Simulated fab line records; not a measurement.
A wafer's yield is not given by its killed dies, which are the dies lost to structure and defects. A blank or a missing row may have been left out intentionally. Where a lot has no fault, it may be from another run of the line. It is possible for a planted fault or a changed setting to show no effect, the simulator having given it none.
Matching of chambers	flow sky130	SKY_FIELD_ISO_ETCH_17 on rieSi-01 has 4 sister chambers
The step etches Si in HBr/Cl2/O2, target depth 342 nm, time 97.7 s. 8 wafers are shown with their chamber, then 8 later ones without.

WAFERS, EACH WITH ITS CHAMBER
wafer	chamber	drypumpMotorCurrentA (A)	biasW (W)
L824.2	2	5.4	149.3
L824.3	0	5.9	149.6
L826.6	0	5.9	149.5
L834.6	3	5.4	149.4
L836.2	1	6.1	150.0
L836.3	3	5.4	150.4
L836.5	1	6.1	148.8
L842.1	2	5.5	150.4

WAFERS WITHOUT THEIR CHAMBER
wafer	drypumpMotorCurrentA (A)	biasW (W)
L842.4	6.1	149.8
L842.6	5.9	149.3
L843.1	5.5	149.0
L843.4	5.5	149.4
L843.6	5.9	150.4
L844.3	5.3	149.3
L844.4	6.1	149.6
L844.5	6.1	150.2

EACH ONE'S CHAMBER
wafer	from the rows above	in truth
L842.4	1	1
L842.6	0	0
L843.1	can't be placed: 2 or 3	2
L843.4	can't be placed: 2 or 3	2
L843.6	0	0
L844.3	can't be placed: 3 or 2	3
L844.4	1	1
L844.5	1	1
Placed correctly: 5 of 8. From these rows, 3 cannot be placed; in 3 the true chamber is one of the candidates. 0 placed wrongly.
How it was worked out, from the rows above alone: a wafer's distance from a chamber is the root of the sum, over the readings, of the square of ((its reading less the chamber's mean) divided by the reading's scatter). The wafer belongs to the nearest chamber; if the next one is less than 2 further off, it can't be placed. Each chamber's mean is taken over the wafers shown for it. The scatter is the square root of a quotient: the sum, over the shown wafers, of each reading's squared deviation from its chamber's mean, divided by wafers minus chambers.
